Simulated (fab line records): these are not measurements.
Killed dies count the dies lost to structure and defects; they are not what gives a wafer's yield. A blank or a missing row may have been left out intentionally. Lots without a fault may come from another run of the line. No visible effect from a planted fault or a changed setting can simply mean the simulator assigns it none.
A lot that was struck, set against a sound lot	flow sfq line	28 steps out of a route of 325
Sound: wafers L150.2, L150.3, L150.4. Struck: wafer L155.2 (L155.1, L155.4, from the same lot, were not struck and are left out); the cause is given at the end.
At each step with rows: each side's tool, then ch and its chambers, then its first start. Under that, the readings that differ: sound wafers	struck wafers	difference of the means	sigmas: that difference in standard deviations of wafers without a fault.
alike: a reading whose means differ by less than 2 such deviations, as well as words and numbers matching on both sides. not compared: withheld readings; readings where some wafer has no value; bounds like >300 that might hide an equal value; numbers whose values overlap and for which the record gives no deviation.
The two part at a step that has a row with sigmas, a row that says differs or no value, or rows on one side only. When numbers do not overlap yet have no deviation, they are printed without sigmas and do not part them. Lack of a reading on every wafer of one side parts them only where that side has two or more wafers.

first, 6 steps without rows for these wafers: SFQ_TRILAYER_M3_LITHO_COAT_080 (resist thk 62 nm); SFQ_TRILAYER_M3_LITHO_COAT_075 (resist thk 600 nm); SFQ_TRILAYER_M3_LITHO_SOFTBAKE_079; SFQ_TRILAYER_M3_LITHO_EXPOSE_076 (exposes mask M3, target cd 500 nm); SFQ_TRILAYER_M3_LITHO_PEB_078 (peb time 60 s); SFQ_TRILAYER_M3_LITHO_DEVELOP_077 (time 60 s).
SFQ_M3_OVL_MEAS_921:
  sound on overlay-01, day 44 23:07; struck on overlay-02, day 46 19:31
reading	sound	struck	difference	sigmas
M3_OVL (nm)	-1 -1 -3	10	+12	+2
then, 1 step without rows for these wafers: SFQ_TRILAYER_M3_BARC_OPEN_METAL_ETCH_100 (etches BARC in O2, target depth 125 nm, time 41.7 s).
SFQ_TRILAYER_M3_ETCH_METAL_ETCH_078: etches Nb in Cl2/Ar, stops on SiO2, target depth 240 nm, time 120 s.
  sound on rie metal-02 ch 0,1, day 44 23:13; struck on rie metal-02 ch 0, day 46 19:37
  alike: drypump motor current A, oes product au, rf fwd power W
  not compared: rf hours counter h
then, 2 steps without rows for these wafers: SFQ_TRILAYER_M3_STRIP_STRIP_079 (strips in O2); SFQ_TRILAYER_M3_STRIP_SOLV_CLEAN_080 (cleans in NMP, time 600 s).
SFQ_TRILAYER_I3_DEP_PECVD_081: deposits SiO2 from SiH4/N2O, time 111.11 s, target thk 500 nm.
  sound on pecvd-03 ch 0,1, day 45 00:17; struck on pecvd-01 ch 2, day 46 20:31
reading	sound	struck	difference	sigmas
throttle valve pct (%)	23.7 24.6 24.6	29.1	+4.8	+3
  alike: heater power w, rf fwd power W
SFQ_TRILAYER_I3_CMP_CMP_082: polishes SiO2.
  sound on cmp-01 ch 0,1,2, day 45 07:47; struck on cmp-02 ch 0, day 47 02:18
reading	sound	struck	difference	sigmas
time to endpoint s (s)	203 200 218	191	-16	-2
model.SiO2_of_TRILAYER_I3_DEP_PECVD_081.thk nm (nm)	200.6 199.2 201.7	219.2	+18.7	
  alike: motor current A
SFQ_I3_BOW_MEAS_922:
  sound on film metro-01, day 45 10:48; struck on film metro-01, day 47 05:18
  alike: I3_BOW
SFQ_TRILAYER_I3_METRO_MEASURE_083:
  sound on film metro-01, day 45 11:06; struck on film metro-01, day 47 05:25
reading	sound	struck	difference	sigmas
thk nm (nm)	200.8 199.1 201.8	219.2	+18.6	+19
then, 6 steps without rows for these wafers: SFQ_TRILAYER_I3_VIA_LITHO_COAT_090 (resist thk 62 nm); SFQ_TRILAYER_I3_VIA_LITHO_COAT_085 (resist thk 650 nm); SFQ_TRILAYER_I3_VIA_LITHO_SOFTBAKE_089; SFQ_TRILAYER_I3_VIA_LITHO_EXPOSE_086 (exposes mask I3, target cd 500 nm); SFQ_TRILAYER_I3_VIA_LITHO_PEB_088 (peb time 60 s); SFQ_TRILAYER_I3_VIA_LITHO_DEVELOP_087 (time 60 s).
-- the record jumps here: 6 days lie between the struck wafers' starts before and after --
SFQ_I3_OVL_MEAS_923:
  sound on overlay-02, day 45 18:27; struck on overlay-01, day 52 19:49
  alike: I3_OVL
SFQ_TRILAYER_I3_VIA_BARC_OPEN_VIA_ETCH_121: etches BARC in O2, target depth 125 nm, time 41.7 s.
  sound on rie diel-02 ch 1,2, day 45 18:29; struck on rie diel-02 ch 0, day 52 19:52
reading	sound	struck	difference	sigmas
oes product au (a.u.)	0.678 0.676 0.693	0.694	+0.012	+2
  alike: drypump motor current A, rf fwd power W
  not compared: rf hours counter h
SFQ_TRILAYER_I3_VIA_ETCH_VIA_ETCH_088: etches SiO2 in CHF3, stops on Nb, target depth 260 nm.
  sound on rie diel-02 ch 1,2, day 45 18:31; struck on rie diel-02 ch 0, day 52 19:54
reading	sound	struck	difference	sigmas
oes product au (a.u.)	0.852 0.847 0.859	0.905	+0.052	+10
model.etch.depth nm (nm)	200.6 199.2 201.7	219.2	+18.7	
model.I3.feature depth nm (nm)	200.6 199.2 201.7	219.2	+18.7	
  alike: drypump motor current A, rf fwd power W
SFQ_TRILAYER_I3_VIA_STRIP_STRIP_089: strips in O2.
  sound on rie metal-04 ch 0,1, day 45 18:38; struck on rie metal-01 ch 0, day 52 20:01
  alike: drypump motor current A, oes product au
  not compared: rf hours counter h
then, 1 step without rows for these wafers: SFQ_TRILAYER_I3_VIA_STRIP_SOLV_CLEAN_090 (cleans in NMP, time 600 s).
SFQ_TRILAYER_M4_DEP_PRE_CLEAN_092: time 22.5 s.
  sound on pvd sputter-05, day 45 19:35; struck on pvd sputter-04, day 52 20:48
reading	sound	struck	difference	sigmas
model.SiO2_of_TRILAYER_I3_DEP_PECVD_081.thk nm (nm)	193.1 191.7 194.2	211.7	+18.7	
SFQ_TRILAYER_M4_DEP_SPUTTER_091: material Nb, target thk 200 nm, time 133.3 s.
  sound on pvd sputter-05, day 45 19:37; struck on pvd sputter-04, day 52 20:50
  alike: throttle valve pct

== WHERE THEY PART ==
First at SFQ_M3_OVL_MEAS_921; last, within this record, at SFQ_TRILAYER_I3_VIA_ETCH_VIA_ETCH_088. Later steps at which nothing parts them and some readings are alike: SFQ_TRILAYER_I3_VIA_STRIP_STRIP_089, SFQ_TRILAYER_M4_DEP_SPUTTER_091.

WHY: the cause the simulator had injected
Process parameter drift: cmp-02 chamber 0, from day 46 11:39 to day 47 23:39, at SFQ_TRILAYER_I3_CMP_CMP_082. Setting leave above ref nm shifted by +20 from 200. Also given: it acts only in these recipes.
